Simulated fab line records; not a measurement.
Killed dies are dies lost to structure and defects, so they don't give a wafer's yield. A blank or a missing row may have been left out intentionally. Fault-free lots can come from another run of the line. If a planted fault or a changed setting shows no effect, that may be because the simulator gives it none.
fab line records	flow sky130
record lots=7	wafers=20	lastDay=50
route steps=708 shown CAP2M@612 METAL4@621
lots untouched by any fault: they come from a run of this same line in which no faults occurred
startH: hours from the record's opening day to when the first of the lot's shown wafers began	waitH: how many hours have passed since the lot's step before this one	" the same as in the row above	L1.1+2: a row that stands for several wafers	- no value, or no start was given	* or withheld: withheld	< > ~ a bound
route shown NAME@n: names a module that has steps shown in the file, with the first one's number in the route	usual: mean/standard deviation of fault-free wafers	same: alike in all rows	chamber/n: place in a boat	sites: per-site readings	_std_site: their standard deviation	_edge_site: mean of outer sites minus mean of inner sites	radiusMm: for every site, how far away it sits from the centre of the wafer	mask NAME#n: copy n	behind: the most recent tool/chamber to have shaped the wafer	hold: reason for holding the lot/hours on hold/outcome of the hold	device: which transistor (n, p or np) failed to switch	end of line: tests of these same wafers at the route's end	a step given without rows: its recipe and nothing more	killed: not the wafer's yield, but the dies lost to structure and defects at the first sort	map: a wafer's dies, x killed, . not, _ none there
set.NAME: the setting as run; set.NAME@STEP: as run at that earlier step	model.NAME: the simulator's own value behind a step, which no gauge read
a table for each step, a row for each wafer; lots at some steps of the route
services: from which hour (startH, from the record's first day; less than 0 if before it) a tool's chamber was out of use, for how many hours, and why
## steps
# step SKY_CAP2M_EXPOSE_09
# recipe maskId=CAP2M	na=0.6	sourceShape=conventional	sigmaOuter=0.6	polarization=unpolarized	targetCdNm=1000	doseMj=159
# step SKY_CAP2M_PEB_10
# recipe tempC=withheld	timeS=*	resist=NOVOLAK
# step SKY_CAP2M_DEVELOP_11
# recipe resist=NOVOLAK	developer=TMAH	developTimeS=60	devTempC=23
# step SKY_CAP2M_OVL_MEAS_12
# usual CAP2M_OVL=0.8/1.5
lot.wafer	tool	chamber	startH	waitH	CAP2M_OVL[nm]
L876.4	overlay-02	-	967.76	0.1	2.5
L876.5	"	-	"	"	4.1
L876.6	"	-	"	"	3.5
L878.2	overlay-02	-	991.51	0.1	0.1
L878.3	"	-	"	"	0.5
L878.5	"	-	"	"	-0.9
L885.1	overlay-02	-	1030.16	0.1	2.9
L885.3	"	-	"	"	3.3
L885.6	"	-	"	"	3.7
L886.2	overlay-02	-	1031.91	0.1	0.2
L886.6	"	-	"	"	1.0
L887.1	overlay-01	-	1033.76	0.1	1.6
L887.2	"	-	"	"	-1.2
L887.6	"	-	"	"	2.2
L888.1	overlay-02	-	1039.41	0.1	2.1
L888.2	"	-	"	"	2.1
L888.6	"	-	"	"	1.4
L898.1	overlay-02	-	1091.11	0.1	0.6
L898.2	"	-	"	"	-0.6
L898.3	"	-	"	"	-1.8
# step SKY_CAP2M_METAL_ETCH_13
# recipe targetDepthNm=220	stopOn=SiO2	chemistry=Cl2/BCl3	target=TiN	pressureMtorr=10	icpW=900	biasW=48.5	Cl2_flow_sccm=60	bcl3FlowSccm=30	timeS=62.9
# usual drypumpMotorCurrentA=5.8/0.6	heBacksideLeakSccm=3.5/0.39	oesProductAu=0.939/0.0088	throttleValvePct=21.905/0.011
lot.wafer	tool	chamber	startH	waitH	drypumpMotorCurrentA	heBacksideLeakSccm	oesProductAu	rfHoursCounterH	throttleValvePct
L876.4	rieMetal-03	1	967.81	0.0	5.1	3.5	0.944	-	21.921
L876.5	"	0	"	"	6.5	3.5	0.946	-	21.902
L876.6	"	1	"	"	5.1	3.5	0.944	-	21.899
L878.2	rieMetal-03	1	991.54	0.0	5.1	3.6	0.947	19	21.916
L878.3	"	0	"	"	6.4	3.7	0.949	-	21.909
L878.5	"	0	"	"	6.4	3.5	0.934	-	21.924
L885.1	rieMetal-02	0	1030.20	0.0	5.1	3.4	0.922	7	21.895
L885.3	"	0	"	"	5.1	3.7	0.930	-	21.910
L885.6	"	1	"	"	6.0	3.2	0.936	-	21.901
L886.2	rieMetal-03	0	1031.94	0.0	6.4	3.5	0.932	14	21.922
L886.6	"	1	"	"	5.1	3.5	0.939	-	21.911
L887.1	rieMetal-02	1	1033.79	0.0	6.0	3.4	0.931	14	21.912
L887.2	"	0	"	"	5.1	3.4	0.939	7	21.913
L887.6	"	1	"	"	6.0	3.2	0.931	-	21.905
L888.1	rieMetal-03	1	1039.44	0.0	5.1	3.6	0.955	22	21.875
L888.2	"	0	"	"	6.5	3.4	0.949	14	21.894
L888.6	"	1	"	"	5.1	3.4	0.948	-	21.894
L898.1	rieMetal-04	0	1091.15	0.0	6.6	3.1	0.941	24	21.891
L898.2	"	1	"	"	5.4	3.4	0.937	21	21.913
L898.3	"	0	"	"	6.6	3.9	0.939	-	21.901
# step SKY_CAP2M_STRIP_14
# recipe chemistry=O2/N2	powerW=1400	pressureMtorr=1500	platenTempC=withheld	o2FlowSccm=3000	n2FlowSccm=300	overashFraction=0.5
# usual drypumpMotorCurrentA=5.7/0.61	oesProductAu=0.710/0.0048	stripTimeToEndpointS=12.68/0.041
lot.wafer	tool	chamber	startH	waitH	drypumpMotorCurrentA	oesProductAu	rfHoursCounterH	stripTimeToEndpointS
L876.4	plasmaAsher-04	0	967.89	0.1	5.0	0.708	-	12.66
L876.5	"	0	"	"	5.0	0.717	-	12.68
L876.6	"	1	"	"	5.9	0.707	-	12.69
L878.2	plasmaAsher-01	1	991.62	0.1	4.9	0.712	60	12.65
L878.3	"	0	"	"	5.8	0.716	-	12.66
L878.5	"	0	"	"	5.8	0.708	-	12.75
L885.1	plasmaAsher-02	1	1030.28	0.1	5.7	0.706	89	12.66
L885.3	"	0	"	"	6.6	0.716	-	12.68
L885.6	"	1	"	"	5.7	0.713	-	12.68
L886.2	plasmaAsher-02	1	1032.02	0.1	5.7	0.715	89	12.76
L886.6	"	1	"	"	5.7	0.715	-	12.67
L887.1	plasmaAsher-02	1	1033.87	0.1	5.7	0.708	90	12.69
L887.2	"	0	"	"	6.7	0.710	90	12.73
L887.6	"	0	"	"	6.7	0.711	-	12.70
L888.1	plasmaAsher-04	1	1039.52	0.1	5.9	0.705	120	12.72
L888.2	"	0	"	"	5.0	0.703	120	12.74
L888.6	"	1	"	"	5.9	0.720	-	12.72
L898.1	plasmaAsher-02	0	1091.23	0.1	6.7	0.715	96	12.70
L898.2	"	1	"	"	5.7	0.703	96	12.69
L898.3	"	0	"	"	6.7	0.711	-	12.72
# step SKY_CAP2M_STRIP_15
# recipe chemistry=postEtchResidueRemover	timeS=1200	tempC=72.5
# step SKY_CAP2M_CLEAN_16
# recipe chemistry=IPA	timeS=180	tempC=25
# step SKY_CAP2M_CLEAN_17
# recipe chemistry=O3/DIW	dry=n2Spin
# step SKY_METAL4_DEHYDRATE_05
# recipe tempC=200	timeS=60
# step SKY_METAL4_HMDS_06
# recipe primeTimeS=60	primeTempC=120
# step SKY_METAL4_COAT_07
# recipe resist=BARC	tempC=withheld	timeS=withheld	spinRpm=3000	resistThkNm=60
# step SKY_METAL4_COAT_08
# recipe resist=KrF-thick	spinRpm=3000	resistThkNm=1140
lot.wafer	tool	chamber	startH	waitH	model.KrF-thick_of_METAL4_COAT_08.thkNm
L876.4+6	lithoTrack-02	0	980	-	1137
L876.5	"	0	"	"	1136
L878.2	lithoTrack-04	0	1002	-	1135
L878.3	"	0	"	"	1136
L878.5	"	0	"	"	1133
L885.1	lithoTrack-04	0	1041	-	1142
L885.3	"	0	"	"	1140
L885.6	"	0	"	"	1203
L886.2	lithoTrack-04	0	1043	-	1137
L886.6	"	0	"	"	1197
L887.1	lithoTrack-04	0	1045	-	1149
L887.2	"	0	"	"	1146
L887.6	"	0	"	"	1207
L888.1+2	lithoTrack-02	0	1050	-	1140
L888.6	"	0	"	"	1142
L898.1	lithoTrack-01	0	1102	-	1141
L898.2	"	0	"	"	1138
L898.3	"	0	"	"	1145
# step SKY_METAL4_SOFTBAKE_09
# recipe tempC=100	timeS=90	resist=KrF-thick
# step SKY_METAL4_EXPOSE_10
# recipe maskId=MM4	na=0.68	sourceShape=annular	sigmaInner=0.4	sigmaOuter=0.8	targetCdNm=300	doseMj=28
# step SKY_METAL4_PEB_11
# recipe pebTempC=withheld	pebTimeS=withheld	resist=KrF-thick
# step SKY_METAL4_DEVELOP_12
# recipe developTimeS=60	resist=KrF-thick	devTempC=21
# step SKY_METAL4_CD_MEAS_13
# recipe targetCdNm=300
# usual cdNm=299.9/1.2
lot.wafer	tool	chamber	startH	waitH	cdNm
L876.4	cdSem-01	-	992.22	-	301.3
L876.5	"	-	"	"	301.5
L876.6	"	-	"	"	300.2
L878.2	cdSem-02	-	1014.44	-	299.3
L878.3	"	-	"	"	298.6
L878.5	"	-	"	"	299.3
L885.1	cdSem-02	-	1052.82	-	300.9
L885.3	"	-	"	"	300.5
L885.6	"	-	"	"	303.3
L886.2	cdSem-02	-	1054.29	-	300.0
L886.6	"	-	"	"	302.9
L887.1	cdSem-02	-	1056.21	-	299.2
L887.2	"	-	"	"	299.0
L887.6	"	-	"	"	298.9
L888.1	cdSem-02	-	1061.77	-	299.3
L888.2	"	-	"	"	300.4
L888.6	"	-	"	"	300.6
L898.1	cdSem-02	-	1112.76	-	299.0
L898.2	"	-	"	"	297.8
L898.3	"	-	"	"	299.1
# step SKY_METAL4_OVL_MEAS_14
# usual METAL4_OVL=-2/6.2
lot.wafer	tool	chamber	startH	waitH	METAL4_OVL[nm]
L876.4	overlay-02	-	992.32	0.1	-6
L876.5	"	-	"	"	-8
L876.6	"	-	"	"	-15
L878.2	overlay-02	-	1014.55	0.1	-2
L878.3	"	-	"	"	-4
L878.5	"	-	"	"	-12
L885.1	overlay-01	-	1052.94	0.1	-9
L885.3	"	-	"	"	-7
L885.6	"	-	"	"	-3
L886.2	overlay-01	-	1054.40	0.1	-6
L886.6	"	-	"	"	-2
L887.1	overlay-01	-	1056.33	0.1	-10
L887.2	"	-	"	"	-10
L887.6	"	-	"	"	-11
L888.1	overlay-02	-	1061.89	0.1	3
L888.2	"	-	"	"	12
L888.6	"	-	"	"	7
L898.1	overlay-02	-	1112.88	0.1	-1
L898.2	"	-	"	"	-7
L898.3	"	-	"	"	0
# step SKY_METAL4_DESCUM_15
# recipe chemistry=O2	sourcePowerW=150	biasPowerW=0	pressureMtorr=10	tempC=40	timeS=8
# usual drypumpMotorCurrentA=6.0/0.51	heBacksideLeakSccm=3.4/0.41	oesProductAu=0.997/0.0097
# same biasPowerW=0
lot.wafer	tool	chamber	startH	waitH	drypumpMotorCurrentA	heBacksideLeakSccm	oesProductAu	rfHoursCounterH
L876.4	rieMetal-04	1	992.35	0.0	5.4	3.5	0.998	-
L876.5	"	1	"	"	5.4	3.6	0.999	-
L876.6	"	0	"	"	6.6	3.2	0.995	-
L878.2	rieMetal-01	0	1014.58	0.0	5.9	3.1	0.997	10
L878.3	"	0	"	"	5.9	3.1	0.989	-
L878.5	"	0	"	"	5.9	3.1	0.989	-
L885.1	rieMetal-03	1	1052.98	0.0	5.2	3.5	0.990	23
L885.3	"	1	"	"	5.1	3.6	0.996	-
L885.6	"	0	"	"	6.4	3.8	0.985	-
L886.2	rieMetal-04	0	1054.43	0.0	6.5	3.2	0.995	21
L886.6	"	0	"	"	6.6	3.1	0.990	-
L887.1	rieMetal-03	0	1056.36	0.0	6.5	3.5	0.981	15
L887.2	"	0	"	"	6.4	3.6	0.989	-
L887.6	"	0	"	"	6.4	3.5	0.993	-
L888.1	rieMetal-04	0	1061.93	0.0	6.5	3.0	0.997	21
L888.2	"	1	"	"	5.4	3.6	0.995	19
L888.6	"	0	"	"	6.5	3.0	0.996	-
L898.1	rieMetal-04	0	1112.92	0.0	6.5	3.3	0.993	25
L898.2	"	1	"	"	5.4	3.5	1.019	23
L898.3	"	0	"	"	6.5	3.1	0.992	-
# step SKY_METAL4_ETCH_16
# recipe chemistry=N2/H2	target=BARC	ionEnergyEv=200	biasW=100	pressureMtorr=30	n2FlowSccm=100	h2FlowSccm=200	icpW=500	stopOn=SiO2	timeS=88.2	targetDepthA=600
# usual drypumpMotorCurrentA=6.0/0.51	heBacksideLeakSccm=3.4/0.36	oesProductAu=0.626/0.005	throttleValvePct=13.206/0.0086
lot.wafer	tool	chamber	startH	waitH	drypumpMotorCurrentA	heBacksideLeakSccm	oesProductAu	rfHoursCounterH	throttleValvePct
L876.4	rieMetal-04	1	992.40	0.0	5.4	3.7	0.636	-	13.210
L876.5	"	1	"	"	5.4	3.9	0.630	-	13.198
L876.6	"	0	"	"	6.6	3.2	0.624	-	13.217
L878.2	rieMetal-01	0	1014.61	0.0	6.0	3.1	0.623	10	13.198
L878.3	"	0	"	"	6.0	3.0	0.631	-	13.205
L878.5	"	0	"	"	6.0	3.0	0.623	-	13.220
L885.1	rieMetal-03	1	1053.01	0.0	5.1	3.5	0.626	23	13.213
L885.3	"	1	"	"	5.1	3.5	0.629	-	13.198
L885.6	"	0	"	"	6.4	3.5	0.624	-	13.217
L886.2	rieMetal-04	0	1054.46	0.0	6.6	3.1	0.623	21	13.226
L886.6	"	0	"	"	6.6	2.8	0.624	-	13.198
L887.1	rieMetal-03	0	1056.43	0.1	6.4	3.6	0.613	15	13.197
L887.2	"	0	"	"	6.5	3.5	0.619	-	13.210
L887.6	"	0	"	"	6.5	3.6	0.633	-	13.210
L888.1	rieMetal-04	0	1061.96	0.0	6.6	3.1	0.633	21	13.193
L888.2	"	1	"	"	5.4	3.5	0.618	19	13.198
L888.6	"	0	"	"	6.5	3.3	0.626	-	13.191
L898.1	rieMetal-04	0	1112.95	0.0	6.6	3.1	0.624	25	13.224
L898.2	"	1	"	"	5.4	3.5	0.626	23	13.194
L898.3	"	0	"	"	6.6	3.0	0.626	-	13.205
# step SKY_METAL4_ETCH_17
# recipe target=SiO2	stopOn=TiN	chemistry=C4F8/O2/Ar	sourceW=1500	biasW=1200	pressureMtorr=40	c4f8FlowSccm=withheld	O2_flow_sccm=6	Ar_flow_sccm=300	timeS=3.9	targetDepthA=150
# usual oesProductAu=0.755/0.0076
lot.wafer	tool	chamber	startH	waitH	oesProductAu
L876.4	rieDiel-03	2	992.47	0.0	0.753
L876.5	"	0	"	"	0.755
L876.6	"	3	"	"	0.761
L878.2	rieDiel-02	2	1014.71	0.1	0.750
L878.3	"	3	"	"	0.755
L878.5	"	2	"	"	0.742
L885.1	rieDiel-03	3	1053.11	0.1	0.757
L885.3	"	0	"	"	0.753
L885.6	"	3	"	"	0.769
L886.2	rieDiel-01	2	1054.56	0.1	0.765
L886.6	"	1	"	"	0.767
L887.1	rieDiel-02	0	1056.62	0.2	0.749
L887.2	"	3	"	"	0.744
L887.6	"	1	"	"	0.748
L888.1	rieDiel-03	0	1062.06	0.1	0.750
L888.2	"	3	"	"	0.748
L888.6	"	2	"	"	0.763
L898.1	rieDiel-02	0	1113.05	0.1	0.751
L898.2	"	1	"	"	0.747
L898.3	"	2	"	"	0.742
# step SKY_METAL4_METAL_ETCH_18
# recipe targetDepthA=8450	stopOn=SiO2	overEtchFrac=0.3	timeS=183.1	chemistry=Cl2/BCl3	resistSidewallDeg=88	pressureMtorr=10	icpW=900	biasW=48.5	Cl2_flow_sccm=60	bcl3FlowSccm=30
# usual drypumpMotorCurrentA=5.9/0.5	heBacksideLeakSccm=3.40/0.23	oesProductAu=0.864/0.0049	throttleValvePct=22.265/0.0097
lot.wafer	tool	chamber	startH	waitH	drypumpMotorCurrentA	heBacksideLeakSccm	oesProductAu	rfHoursCounterH	throttleValvePct	model.KrF-thick_of_METAL4_COAT_08.thkNm
L876.4	rieMetal-03	0	992.54	0.1	6.4	3.63	0.863	-	22.249	538.8
L876.5	"	1	"	"	5.1	3.31	0.860	-	22.264	520.3
L876.6	"	0	"	"	6.4	3.70	0.865	-	22.251	538.6
L878.2	rieMetal-03	1	1014.73	0.0	5.2	3.41	0.869	20	22.269	526.8
L878.3	"	1	"	"	5.1	3.50	0.866	-	22.264	527.6
L878.5	"	1	"	"	5.1	3.53	0.864	-	22.265	528.8
L885.1	rieMetal-01	1	1053.13	0.0	6.2	3.69	0.874	18	22.266	531.9
L885.3	"	1	"	"	6.1	3.15	0.867	-	22.266	522.7
L885.6	"	0	"	"	6.0	3.07	0.858	-	22.273	607.5
L886.2	rieMetal-03	0	1054.58	0.0	6.4	3.64	0.856	15	22.268	539.3
L886.6	"	1	"	"	5.1	3.46	0.861	-	22.258	587.8
L887.1	rieMetal-01	1	1056.64	0.0	6.1	3.52	0.862	19	22.253	526.2
L887.2	"	0	"	"	5.9	3.03	0.868	13	22.259	548.4
L887.6	"	0	"	"	5.9	3.07	0.864	-	22.267	608
L888.1	rieMetal-01	1	1062.08	0.0	6.2	3.40	0.861	19	22.254	529.4
L888.2	"	0	"	"	5.9	3.16	0.856	13	22.264	550.3
L888.6	"	0	"	"	5.9	3.09	0.868	-	22.267	550.3
L898.1	rieMetal-01	0	1113.07	0.0	5.9	3.27	0.862	18	22.256	543
L898.2	"	1	"	"	6.2	4.08	0.858	24	22.259	525
L898.3	"	1	"	"	6.2	3.79	0.873	-	22.268	530.1
# step SKY_METAL4_STRIP_19
# recipe chemistry=O2/N2	powerW=1400	pressureMtorr=1500	platenTempC=withheld	o2FlowSccm=3000	n2FlowSccm=300	overashFraction=0.5
# usual drypumpMotorCurrentA=5.7/0.49	oesProductAu=0.505/0.0059	stripTimeToEndpointS=6.59/0.091
lot.wafer	tool	chamber	startH	waitH	drypumpMotorCurrentA	oesProductAu	rfHoursCounterH	stripTimeToEndpointS
L876.4	plasmaAsher-03	1	992.69	0.1	5.6	0.505	-	6.64
L876.5	"	1	"	"	5.6	0.501	-	6.47
L876.6	"	0	"	"	6.2	0.513	-	6.65
L878.2	plasmaAsher-03	0	1014.90	0.1	6.2	0.504	27	6.52
L878.3	"	0	"	"	6.2	0.508	-	6.55
L878.5	"	1	"	"	5.6	0.503	-	6.57
L885.1	plasmaAsher-03	0	1053.30	0.1	6.2	0.501	31	6.59
L885.3	"	0	"	"	6.2	0.505	-	6.50
L885.6	"	0	"	"	6.2	0.532	-	7.33
L886.2	plasmaAsher-01	1	1054.75	0.1	4.9	0.512	66	6.65
L886.6	"	0	"	"	5.8	0.531	-	7.13
L887.1	plasmaAsher-01	0	1056.82	0.1	5.8	0.499	67	6.53
L887.2	"	1	"	"	4.9	0.514	67	6.74
L887.6	"	0	"	"	5.8	0.533	-	7.33
L888.1	plasmaAsher-03	0	1062.25	0.1	6.2	0.494	32	6.56
L888.2	"	1	"	"	5.6	0.513	32	6.77
L888.6	"	0	"	"	6.2	0.516	-	6.77
L898.1	plasmaAsher-03	1	1113.25	0.1	5.6	0.508	37	6.69
L898.2	"	0	"	"	6.2	0.498	37	6.52
L898.3	"	0	"	"	6.2	0.504	-	6.57
# step SKY_METAL4_STRIP_20
# recipe chemistry=postEtchResidueRemover	timeS=1200	tempC=72.5
## services
tool	chamber	startH	hours	kind
rieMetal-01	-	944.58	14.6	pm
plasmaAsher-03	-	945.31	1.2	repair
rieDiel-03	2	946.78	6.7	repair
rieDiel-02	2	952.19	10.8	repair
rieDiel-02	0	963.33	1.2	repair
rieMetal-03	-	974.54	2.8	pm
plasmaAsher-01	-	982.33	1.3	repair
rieDiel-02	1	984.12	5.0	repair
plasmaAsher-02	-	985.89	5.4	repair
plasmaAsher-04	-	1013.77	15.6	pm
rieDiel-02	0	1014.64	6.9	repair
plasmaAsher-03	-	1019.86	2.2	repair
rieDiel-03	1	1028.00	19.8	repair
plasmaAsher-04	-	1042.40	0.6	repair
rieDiel-02	-	1046.93	2.8	pm
plasmaAsher-04	-	1055.25	9.0	pm
rieMetal-03	-	1059.09	14.6	pm
rieDiel-02	-	1068.50	2.2	repair
plasmaAsher-01	-	1076.21	1.9	repair
rieDiel-02	3	1081.41	1.6	repair
rieMetal-03	-	1088.16	6.5	repair
rieMetal-02	-	1089.75	14.6	pm
rieMetal-01	-	1101.08	2.8	pm
plasmaAsher-04	-	1103.65	3.4	repair
## key
firstSign step=SKY_METAL4_STRIP_19	reading=stripTimeToEndpointS	direction=up	sigmas=7.4	usual=*	struck=*
effect step=SKY_METAL4_STRIP_19	reading=oesProductAu	direction=up	sigmas=4.5	usual=0.505	struck=0.532
modelEffect step=SKY_METAL4_COAT_08	value=KrF-thick_of_METAL4_COAT_08.thkNm	without=1144	struck=1202
modelEffect step=SKY_METAL4_METAL_ETCH_18	value=KrF-thick_of_METAL4_COAT_08.thkNm	without=542.4	struck=601.1
metAt SKY_METAL4_COAT_08
struckWafers L885.6,L886.6,L887.6
onsetBetween 1002 1041
fault kind=processParameterDrift	tool=lithoTrack-04	chamber=-	onsetH=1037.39	steps=SKY_METAL4_COAT_08	channel=resistThkNm	offset=58.495	shape=step	endH=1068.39	scope=struckWafersOnly	actsIn=theseRecipesOnly	stated=1140
